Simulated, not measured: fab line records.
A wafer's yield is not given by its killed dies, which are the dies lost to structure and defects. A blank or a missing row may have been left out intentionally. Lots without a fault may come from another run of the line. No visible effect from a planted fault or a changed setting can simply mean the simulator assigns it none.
Which of the tools did it? :: flow sky130 :: 42 wafers from 14 lots sampled at 7 of the route's 708 steps

WHAT THE GAUGES SHOWED, per wafer
SKY_SD_P_OVL_MEAS_08.
lot: L369
measured: day 25 06:16
on: overlay-01
SD_P_OVL (nm): -0.4 -0.7 -0.2

lot: L370
measured: day 25 11:22
on: overlay-02
SD_P_OVL (nm): 2.3 1.1 2.5

lot: L371
measured: day 26 06:37
on: overlay-02
SD_P_OVL (nm): 1.7 1.3 0.5

lot: L372
measured: day 26 15:09
on: overlay-02
SD_P_OVL (nm): 1.2 0.7 -0.2

lot: L373
measured: day 26 17:26
on: overlay-02
SD_P_OVL (nm): 1.6 1.2 0.7

lot: L374
measured: day 27 02:07
on: overlay-01
SD_P_OVL (nm): 3.0 1.8 2.5

lot: L375
measured: day 27 19:00
on: overlay-02
SD_P_OVL (nm): 2.3 0.6 1.4

lot: L376
measured: day 28 02:49
on: overlay-01
SD_P_OVL (nm): 1.1 -2.2 0.6

lot: L377
measured: day 28 08:54
on: overlay-02
SD_P_OVL (nm): 0.9 1.3 0.4

lot: L384
measured: day 32 04:31
on: overlay-01
SD_P_OVL (nm): 0.2 1.4 2.2

lot: L385
measured: day 32 07:06
on: overlay-01
SD_P_OVL (nm): 2.6 1.8 1.2

lot: L387
measured: day 32 18:44
on: overlay-02
SD_P_OVL (nm): -2.3 -1.4 -0.3

lot: L388
measured: day 33 14:46
on: overlay-02
SD_P_OVL (nm): 2.4 1.6 -0.3

lot: L391
measured: day 33 17:22
on: overlay-01
SD_P_OVL (nm): 2.0 0.5 1.3

SKY_SD_N_TW_MEAS_12.
lot: L369
measured: day 27 16:42
on: filmMetro-02
SD_N_TW: 3944 3946 3941

lot: L370
measured: day 27 21:51
on: filmMetro-01
SD_N_TW: 3980 3986 4004

lot: L371
measured: day 28 16:38
on: filmMetro-01
SD_N_TW: 3989 3976 3992

lot: L372
measured: day 29 01:08
on: filmMetro-02
SD_N_TW: 3936 3941 3928

lot: L373
measured: day 29 02:50
on: filmMetro-02
SD_N_TW: 3961 3962 3952

lot: L374
measured: day 29 10:29
on: filmMetro-02
SD_N_TW: 3958 3932 3953

lot: L375
measured: day 30 02:18
on: filmMetro-02
SD_N_TW: 3983 3990 3972

lot: L376
measured: day 30 11:20
on: filmMetro-01
SD_N_TW: 1384 1383 1380

lot: L377
measured: day 30 16:46
on: filmMetro-03
SD_N_TW: 1366 1369 1367

lot: L384
measured: day 34 10:38
on: filmMetro-02
SD_N_TW: 3947 3949 3948

lot: L385
measured: day 34 11:41
on: filmMetro-03
SD_N_TW: 3952 3932 3945

lot: L387
measured: day 35 00:11
on: filmMetro-01
SD_N_TW: 3978 3961 3957

lot: L388
measured: day 35 20:11
on: filmMetro-01
SD_N_TW: 3957 3945 3947

lot: L391
measured: day 35 22:08
on: filmMetro-03
SD_N_TW: 3890 3907 3906

SKY_SD_N_RS_MEAS_16: a four-point-probe measurement.
lot: L369
measured: day 27 16:59
on: filmMetro-03
SD_N_RS (ohm/sq): 68.34 68.36 68.56

lot: L370
measured: day 27 22:09
on: filmMetro-02
SD_N_RS (ohm/sq): 68.70 68.65 68.85

lot: L371
measured: day 28 16:55
on: filmMetro-03
SD_N_RS (ohm/sq): 68.76 68.58 68.44

lot: L372
measured: day 29 01:25
on: filmMetro-01
SD_N_RS (ohm/sq): 68.48 68.46 68.47

lot: L373
measured: day 29 03:08
on: filmMetro-01
SD_N_RS (ohm/sq): 68.50 68.55 68.55

lot: L374
measured: day 29 10:46
on: filmMetro-02
SD_N_RS (ohm/sq): 68.72 68.68 68.71

lot: L375
measured: day 30 02:36
on: filmMetro-03
SD_N_RS (ohm/sq): 68.37 68.45 68.45

lot: L376
measured: day 30 11:37
on: filmMetro-02
SD_N_RS (ohm/sq): 442.42 442.12 441.68

lot: L377
measured: day 30 17:04
on: filmMetro-01
SD_N_RS (ohm/sq): 441.96 443.17 441.82

lot: L384
measured: day 34 10:59
on: filmMetro-02
SD_N_RS (ohm/sq): 68.72 68.72 68.69

lot: L385
measured: day 34 11:58
on: filmMetro-01
SD_N_RS (ohm/sq): 68.77 68.61 68.51

lot: L387
measured: day 35 00:28
on: filmMetro-03
SD_N_RS (ohm/sq): 68.40 68.46 68.44

lot: L388
measured: day 35 20:28
on: filmMetro-02
SD_N_RS (ohm/sq): 68.69 68.61 68.71

lot: L391
measured: day 35 22:25
on: filmMetro-01
SD_N_RS (ohm/sq): 68.48 68.59 68.60

TOOL THAT RAN EACH LOT (tool first, then ch and the chambers of the sampled wafers, then the start)
lot: L369
SKY_LDD_HVP_STRIP_09: plasmaAsher-03 ch 0,1, day 21 10:23
SKY_SD_N_IMPLANT_09: implanter-04 ch 0, day 27 16:19
SKY_SD_N_STRIP_11: plasmaAsher-04 ch 0,1, day 27 16:35
SKY_SD_N_RTA_14: rtpAnneal-02 ch 0, day 27 16:49

lot: L370
SKY_LDD_HVP_STRIP_09: plasmaAsher-03 ch 0,1, day 21 16:19
SKY_SD_N_IMPLANT_09: implanter-01 ch 0, day 27 21:29
SKY_SD_N_STRIP_11: plasmaAsher-04 ch 0,1, day 27 21:46
SKY_SD_N_RTA_14: rtpAnneal-01 ch 0, day 27 21:58

lot: L371
SKY_LDD_HVP_STRIP_09: plasmaAsher-04 ch 0,1, day 21 23:32
SKY_SD_N_IMPLANT_09: implanter-01 ch 0, day 28 16:14
SKY_SD_N_STRIP_11: plasmaAsher-04 ch 0,1, day 28 16:32
SKY_SD_N_RTA_14: rtpAnneal-02 ch 0, day 28 16:44

lot: L372
SKY_LDD_HVP_STRIP_09: plasmaAsher-02 ch 0,1, day 22 21:28
SKY_SD_N_IMPLANT_09: implanter-02 ch 0, day 29 00:44
SKY_SD_N_STRIP_11: plasmaAsher-03 ch 0,1, day 29 01:02
SKY_SD_N_RTA_14: rtpAnneal-01 ch 0, day 29 01:15

lot: L373
SKY_LDD_HVP_STRIP_09: plasmaAsher-04 ch 0,1, day 22 23:28
SKY_SD_N_IMPLANT_09: implanter-04 ch 0, day 29 02:27
SKY_SD_N_STRIP_11: plasmaAsher-01 ch 0,1, day 29 02:44
SKY_SD_N_RTA_14: rtpAnneal-02 ch 0, day 29 02:57

lot: L374
SKY_LDD_HVP_STRIP_09: plasmaAsher-02 ch 1, day 23 09:31
SKY_SD_N_IMPLANT_09: implanter-01 ch 0, day 29 10:05
SKY_SD_N_STRIP_11: plasmaAsher-04 ch 1, day 29 10:23
SKY_SD_N_RTA_14: rtpAnneal-01 ch 0, day 29 10:36

lot: L375
SKY_LDD_HVP_STRIP_09: plasmaAsher-02 ch 0,1, day 24 01:36
SKY_SD_N_IMPLANT_09: implanter-01 ch 0, day 30 01:56
SKY_SD_N_STRIP_11: plasmaAsher-03 ch 0,1, day 30 02:13
SKY_SD_N_RTA_14: rtpAnneal-02 ch 0, day 30 02:25

lot: L376
SKY_LDD_HVP_STRIP_09: plasmaAsher-02 ch 0,1, day 24 10:01
SKY_SD_N_IMPLANT_09: implanter-02, day 30 10:56
SKY_SD_N_STRIP_11: plasmaAsher-01 ch 1, day 30 11:14
SKY_SD_N_RTA_14: rtpAnneal-01 ch 0, day 30 11:26

lot: L377
SKY_LDD_HVP_STRIP_09: plasmaAsher-02 ch 0,1, day 24 16:49
SKY_SD_N_IMPLANT_09: implanter-04, day 30 16:23
SKY_SD_N_STRIP_11: plasmaAsher-04 ch 0,1, day 30 16:40
SKY_SD_N_RTA_14: rtpAnneal-02 ch 0, day 30 16:53

lot: L384
SKY_LDD_HVP_STRIP_09: plasmaAsher-04 ch 0,1, day 28 16:08
SKY_SD_N_IMPLANT_09: implanter-01 ch 0, day 34 10:14
SKY_SD_N_STRIP_11: plasmaAsher-03 ch 0,1, day 34 10:32
SKY_SD_N_RTA_14: rtpAnneal-01 ch 0, day 34 10:49

lot: L385
SKY_LDD_HVP_STRIP_09: plasmaAsher-03 ch 0,1, day 28 17:20
SKY_SD_N_IMPLANT_09: implanter-02 ch 0, day 34 11:17
SKY_SD_N_STRIP_11: plasmaAsher-01 ch 0,1, day 34 11:35
SKY_SD_N_RTA_14: rtpAnneal-02 ch 0, day 34 11:47

lot: L387
SKY_LDD_HVP_STRIP_09: plasmaAsher-03 ch 0,1, day 29 06:49
SKY_SD_N_IMPLANT_09: implanter-04 ch 0, day 34 23:47
SKY_SD_N_STRIP_11: plasmaAsher-01 ch 0,1, day 35 00:05
SKY_SD_N_RTA_14: rtpAnneal-02 ch 0, day 35 00:17

lot: L388
SKY_LDD_HVP_STRIP_09: plasmaAsher-04 ch 0,1, day 30 03:52
SKY_SD_N_IMPLANT_09: implanter-04 ch 0, day 35 19:47
SKY_SD_N_STRIP_11: plasmaAsher-01 ch 0,1, day 35 20:05
SKY_SD_N_RTA_14: rtpAnneal-02 ch 0, day 35 20:18

lot: L391
SKY_LDD_HVP_STRIP_09: plasmaAsher-02 ch 0,1, day 30 05:07
SKY_SD_N_IMPLANT_09: implanter-04 ch 0, day 35 21:44
SKY_SD_N_STRIP_11: plasmaAsher-01 ch 0,1, day 35 22:02
SKY_SD_N_RTA_14: rtpAnneal-01 ch 0, day 35 22:14
- SKY_LDD_HVP_STRIP_09: strips in O2/N2.
- SKY_SD_N_IMPLANT_09
- SKY_SD_N_STRIP_11: strips in O2/N2.
- SKY_SD_N_RTA_14: time 2 s.

WHAT THE TOOLS THEMSELVES READ (means of the sampled wafers that have a number; where no wafer has one, the mark that the record gives instead)
SKY_LDD_HVP_STRIP_09.
lot: L369
tool: plasmaAsher-03
drypumpMotorCurrentA (A): 5.47
n2FlowSccm (sccm): 299.7
oesProductAu (a.u.): 0.412
stripTimeToEndpointS (s): 4.137

lot: L370
tool: plasmaAsher-03
drypumpMotorCurrentA (A): 5.44
n2FlowSccm (sccm): 300.8
oesProductAu (a.u.): 0.412
stripTimeToEndpointS (s): 4.136

lot: L371
tool: plasmaAsher-04
drypumpMotorCurrentA (A): 5.74
n2FlowSccm (sccm): 299.9
oesProductAu (a.u.): 0.409
stripTimeToEndpointS (s): 4.133

lot: L372
tool: plasmaAsher-02
drypumpMotorCurrentA (A): 6.00
n2FlowSccm (sccm): 299.1
oesProductAu (a.u.): 0.409
stripTimeToEndpointS (s): 4.126

lot: L373
tool: plasmaAsher-04
drypumpMotorCurrentA (A): 5.72
n2FlowSccm (sccm): 299.7
oesProductAu (a.u.): 0.411
stripTimeToEndpointS (s): 4.152

lot: L374
tool: plasmaAsher-02
drypumpMotorCurrentA (A): 6.10
n2FlowSccm (sccm): 299.2
oesProductAu (a.u.): 0.409
stripTimeToEndpointS (s): 4.131

lot: L375
tool: plasmaAsher-02
drypumpMotorCurrentA (A): 6.03
n2FlowSccm (sccm): 301.3
oesProductAu (a.u.): 0.413
stripTimeToEndpointS (s): 4.139

lot: L376
tool: plasmaAsher-02
drypumpMotorCurrentA (A): 6.00
n2FlowSccm (sccm): 300.4
oesProductAu (a.u.): 0.406
stripTimeToEndpointS (s): 4.138

lot: L377
tool: plasmaAsher-02
drypumpMotorCurrentA (A): 6.05
n2FlowSccm (sccm): 300.1
oesProductAu (a.u.): 0.407
stripTimeToEndpointS (s): 4.142

lot: L384
tool: plasmaAsher-04
drypumpMotorCurrentA (A): 5.72
n2FlowSccm (sccm): 299.6
oesProductAu (a.u.): 0.408
stripTimeToEndpointS (s): 4.118

lot: L385
tool: plasmaAsher-03
drypumpMotorCurrentA (A): 5.33
n2FlowSccm (sccm): 299.8
oesProductAu (a.u.): 0.407
stripTimeToEndpointS (s): 4.136

lot: L387
tool: plasmaAsher-03
drypumpMotorCurrentA (A): 5.34
n2FlowSccm (sccm): 299.9
oesProductAu (a.u.): 0.411
stripTimeToEndpointS (s): 4.149

lot: L388
tool: plasmaAsher-04
drypumpMotorCurrentA (A): 5.74
n2FlowSccm (sccm): 301.3
oesProductAu (a.u.): 0.411
stripTimeToEndpointS (s): 4.133

lot: L391
tool: plasmaAsher-02
drypumpMotorCurrentA (A): 6.00
n2FlowSccm (sccm): 300.0
oesProductAu (a.u.): 0.410
stripTimeToEndpointS (s): 4.137

SKY_SD_N_IMPLANT_09.
lot: L369
tool: implanter-04
beamEnergyKeV: 50.026
beamOnS (s): 18.4

lot: L370
tool: implanter-01
beamEnergyKeV: 50.024
beamOnS (s): 17.7

lot: L371
tool: implanter-01
beamEnergyKeV: 50.005
beamOnS (s): 17.8

lot: L372
tool: implanter-02
beamEnergyKeV: 50.006
beamOnS (s): 22.4

lot: L373
tool: implanter-04
beamEnergyKeV: 50.012
beamOnS (s): 18.2

lot: L374
tool: implanter-01
beamEnergyKeV: 49.996
beamOnS (s): 17.8

lot: L375
tool: implanter-01
beamEnergyKeV: 49.996
beamOnS (s): 17.2

lot: L376
tool: implanter-02
beamEnergyKeV: -
beamOnS (s): -

lot: L377
tool: implanter-04
beamEnergyKeV: -
beamOnS (s): -

lot: L384
tool: implanter-01
beamEnergyKeV: 49.995
beamOnS (s): 17.5

lot: L385
tool: implanter-02
beamEnergyKeV: 50.027
beamOnS (s): 22.3

lot: L387
tool: implanter-04
beamEnergyKeV: 49.982
beamOnS (s): 18.3

lot: L388
tool: implanter-04
beamEnergyKeV: 50.006
beamOnS (s): 18.5

lot: L391
tool: implanter-04
beamEnergyKeV: 50.011
beamOnS (s): 18.3

SKY_SD_N_STRIP_11.
lot: L369
tool: plasmaAsher-04
drypumpMotorCurrentA (A): 5.8
n2FlowSccm (sccm): 300.9
oesProductAu (a.u.): 0.531
stripTimeToEndpointS (s): 22.51

lot: L370
tool: plasmaAsher-04
drypumpMotorCurrentA (A): 5.7
n2FlowSccm (sccm): 301.1
oesProductAu (a.u.): 0.527
stripTimeToEndpointS (s): 22.51

lot: L371
tool: plasmaAsher-04
drypumpMotorCurrentA (A): 5.7
n2FlowSccm (sccm): 300.4
oesProductAu (a.u.): 0.528
stripTimeToEndpointS (s): 22.58

lot: L372
tool: plasmaAsher-03
drypumpMotorCurrentA (A): 5.3
n2FlowSccm (sccm): 299.1
oesProductAu (a.u.): 0.524
stripTimeToEndpointS (s): 22.55

lot: L373
tool: plasmaAsher-01
drypumpMotorCurrentA (A): 6.3
n2FlowSccm (sccm): 299.6
oesProductAu (a.u.): 0.529
stripTimeToEndpointS (s): 22.51

lot: L374
tool: plasmaAsher-04
drypumpMotorCurrentA (A): 5.7
n2FlowSccm (sccm): 300.2
oesProductAu (a.u.): 0.527
stripTimeToEndpointS (s): 22.46

lot: L375
tool: plasmaAsher-03
drypumpMotorCurrentA (A): 5.3
n2FlowSccm (sccm): 300.3
oesProductAu (a.u.): 0.530
stripTimeToEndpointS (s): 22.52

lot: L376
tool: plasmaAsher-01
drypumpMotorCurrentA (A): 6.6
n2FlowSccm (sccm): 299.6
oesProductAu (a.u.): 0.715
stripTimeToEndpointS (s): 14.20

lot: L377
tool: plasmaAsher-04
drypumpMotorCurrentA (A): 5.8
n2FlowSccm (sccm): 300.4
oesProductAu (a.u.): 0.715
stripTimeToEndpointS (s): 14.14

lot: L384
tool: plasmaAsher-03
drypumpMotorCurrentA (A): 5.3
n2FlowSccm (sccm): 300.3
oesProductAu (a.u.): 0.534
stripTimeToEndpointS (s): 22.49

lot: L385
tool: plasmaAsher-01
drypumpMotorCurrentA (A): 5.9
n2FlowSccm (sccm): 299.8
oesProductAu (a.u.): 0.524
stripTimeToEndpointS (s): 22.53

lot: L387
tool: plasmaAsher-01
drypumpMotorCurrentA (A): 5.9
n2FlowSccm (sccm): 299.9
oesProductAu (a.u.): 0.528
stripTimeToEndpointS (s): 22.54

lot: L388
tool: plasmaAsher-01
drypumpMotorCurrentA (A): 5.9
n2FlowSccm (sccm): 300.1
oesProductAu (a.u.): 0.534
stripTimeToEndpointS (s): 22.63

lot: L391
tool: plasmaAsher-01
drypumpMotorCurrentA (A): 5.9
n2FlowSccm (sccm): 300.5
oesProductAu (a.u.): 0.528
stripTimeToEndpointS (s): 22.59

SKY_SD_N_RTA_14.
lot: L369
tool: rtpAnneal-02
lampPowerPct (%): 15.69
wafer_temp_C_max: 1078.8

lot: L370
tool: rtpAnneal-01
lampPowerPct (%): 15.76
wafer_temp_C_max: 1078.7

lot: L371
tool: rtpAnneal-02
lampPowerPct (%): 15.77
wafer_temp_C_max: 1077.6

lot: L372
tool: rtpAnneal-01
lampPowerPct (%): 15.73
wafer_temp_C_max: 1077.7

lot: L373
tool: rtpAnneal-02
lampPowerPct (%): 15.73
wafer_temp_C_max: 1078.0

lot: L374
tool: rtpAnneal-01
lampPowerPct (%): 15.79
wafer_temp_C_max: 1077.1

lot: L375
tool: rtpAnneal-02
lampPowerPct (%): 15.66
wafer_temp_C_max: 1078.9

lot: L376
tool: rtpAnneal-01
lampPowerPct (%): 15.68
wafer_temp_C_max: 1079.4

lot: L377
tool: rtpAnneal-02
lampPowerPct (%): 15.76
wafer_temp_C_max: 1077.5

lot: L384
tool: rtpAnneal-01
lampPowerPct (%): 15.77
wafer_temp_C_max: 1078.0

lot: L385
tool: rtpAnneal-02
lampPowerPct (%): 15.71
wafer_temp_C_max: 1078.2

lot: L387
tool: rtpAnneal-02
lampPowerPct (%): 15.76
wafer_temp_C_max: 1078.0

lot: L388
tool: rtpAnneal-02
lampPowerPct (%): 15.71
wafer_temp_C_max: 1078.2

lot: L391
tool: rtpAnneal-01
lampPowerPct (%): 15.70
wafer_temp_C_max: 1077.6

THE ANSWER, worked out from the rows above alone
Rule: what is usual is taken from the lots themselves. The widest of any qualifying gaps counts: lots, ordered by their means at a reading, are off when they make up no more than a third of the lots, leave a main group of 4 or more, and stand apart from it by 3 or more times the standard deviation of that group's means. The tables above print the reading to a certain number of digits; a main group whose means all agree to those digits is not used. A lot without any number at a reading at which 4 lots or more have one is off too. Where the step has rows for the other lots, those lots are counted as sound. First the gauges in route order, then the tools' own readings, where a lot's mean is used as printed above. At the first step where some lot is off, the reading lying furthest off is the one used; lots without a number count as furthest.
Off: L376, L377, at SKY_SD_N_TW_MEAS_12 (SD_N_TW). The main group: mean 3954, standard deviation 24.
A tool fits if, at a process step before that reading, it ran every lot that is off, and no sound lot after the first of them. The gauges at SKY_SD_N_TW_MEAS_12 aren't tried: what is off there is off at SKY_SD_N_IMPLANT_09 too, on other tools, and a gauge's error can't cause that. Not one of the candidates tried fits.

WHAT THE SIMULATOR PUT IN
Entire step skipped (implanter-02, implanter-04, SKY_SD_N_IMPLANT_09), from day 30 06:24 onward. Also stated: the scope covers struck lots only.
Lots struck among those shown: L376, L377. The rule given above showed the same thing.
